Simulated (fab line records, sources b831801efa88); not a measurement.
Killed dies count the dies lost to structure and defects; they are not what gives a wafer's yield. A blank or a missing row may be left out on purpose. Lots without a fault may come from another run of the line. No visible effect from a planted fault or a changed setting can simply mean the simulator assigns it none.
fab line records    flow sfqLine
[record] lots = 15  wafers = 45  lastDay = 96
route steps=325 shown I7@304
lots with no fault: from the same line, run without faults
startH: start of the lot's first displayed wafer, in hours after the record's first day    waitH: hours elapsed since this lot's preceding step    " unchanged from the row above    L1.1+2: several wafers, shown together as one row    - either no value or no given start    * or withheld: withheld    < > ~ a bound
route shown NAME@n: names a module that has steps shown in the file, with the first one's number in the route    usual: average and standard deviation across the fault-free wafers    same: alike in all rows    chamber/n: place in a boat    sites: the reading at each site    _std_site: how widely they spread, as a standard deviation    _edge_site: the outer-site mean with the inner-site mean subtracted    radiusMm: for every site, how far away it sits from the centre of the wafer    mask NAME#n: copy n    behind: the last tool/chamber to shape the wafer    hold: why the lot was held/for how many hours/how that ended    device: the transistor (n, p or np) that didn't switch    end of line: the route-end tests of the same wafers    a step given without rows: its recipe and nothing more    killed: dies that structure and defects cost at the first sort, which is not the same as the wafer's yield    map: dies across one wafer; x = killed, . = not, _ = none there
set.NAME: the run value of the setting; set.NAME@STEP: its run value at that earlier step    model.NAME: the simulator's own value behind a step, which no gauge read
one table for each step of the route and one row for each wafer, over a sample of lots
[[steps]]
[step SFQ_TRILAYER_I7_VIA_LITHO_PEB_190]
[recipe] pebTempC = 115  pebTimeS = 60  resist = KrF
[usual] chillPlateTempC = 23.01/0.1  exhaustPa = 45.1/0.93
lot.wafer  tool           chamber  startH   waitH  chillPlateTempC  exhaustPa
L711.1     lithoTrack-04  0        2039.56  1.0    23.10            46.0
L711.5     "              0        "        "      22.89            46.2
L711.6     "              0        "        "      23.11            46.2
L713.2     lithoTrack-03  0        2065.98  0.8    23.17            45.4
L713.3     "              0        "        "      23.12            44.3
L713.4     "              0        "        "      22.94            44.2
L716.1     lithoTrack-03  0        2084.76  1.0    22.82            45.3
L716.4     "              0        "        "      22.87            46.8
L716.6     "              0        "        "      22.99            46.0
L717.3     lithoTrack-02  0        2095.74  0.7    23.04            44.6
L717.4     "              0        "        "      23.07            43.1
L717.6     "              0        "        "      22.98            43.9
L718.1     lithoTrack-03  0        2116.22  1.0    22.96            44.8
L718.5     "              0        "        "      22.98            44.8
L718.6     "              0        "        "      23.04            45.7
L719.4     lithoTrack-03  0        2118.69  0.5    22.91            47.2
L719.5     "              0        "        "      23.14            44.8
L719.6     "              0        "        "      22.98            46.8
L720.1     lithoTrack-02  0        2122.22  1.0    22.83            44.0
L720.4     "              0        "        "      22.84            44.2
L720.6     "              0        "        "      22.99            44.5
L721.2     lithoTrack-02  0        2125.84  0.8    22.87            43.3
L721.5     "              0        "        "      22.90            45.1
L721.6     "              0        "        "      22.99            44.4
L722.1     lithoTrack-02  0        2129.42  1.0    23.03            45.0
L722.3     "              0        "        "      22.95            44.5
L722.4     "              0        "        "      23.09            45.5
L723.1     lithoTrack-04  0        2134.22  1.0    23.10            43.7
L723.4     "              0        "        "      23.17            44.8
L723.6     "              0        "        "      23.13            44.4
L725.4     lithoTrack-04  0        2152.42  0.5    23.14            44.5
L725.5     "              0        "        "      22.98            43.8
L725.6     "              0        "        "      23.06            44.8
L730.1     lithoTrack-03  -        2164.40  1.0    -                -
L730.3     "              -        "        "      -                -
L730.6     "              -        "        "      -                -
L731.3     lithoTrack-02  -        2165.65  0.7    -                -
L731.5     "              -        "        "      -                -
L731.6     "              -        "        "      -                -
L732.2     lithoTrack-03  -        2193.98  0.8    -                -
L732.4     "              -        "        "      -                -
L732.6     "              -        "        "      -                -
L734.2     lithoTrack-02  0        2219.95  0.8    22.97            45.1
L734.5     "              0        "        "      23.01            47.0
L734.6     "              0        "        "      22.90            46.4
[[key]]
[firstSign] step = SFQ_TRILAYER_I7_VIA_LITHO_PEB_190  reading = toolRecord  direction = missing
effect none on later readings
metAt SFQ_TRILAYER_I7_VIA_LITHO_PEB_190
struckLots L730,L731,L732
onsetBetween 2129.42 2164.40
[fault] kind = skippedStepWhole  tool = lithoTrack-02,lithoTrack-03  chamber = -  onsetH = 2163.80  steps = SFQ_TRILAYER_I7_VIA_LITHO_PEB_190  scope = struckLotsOnly
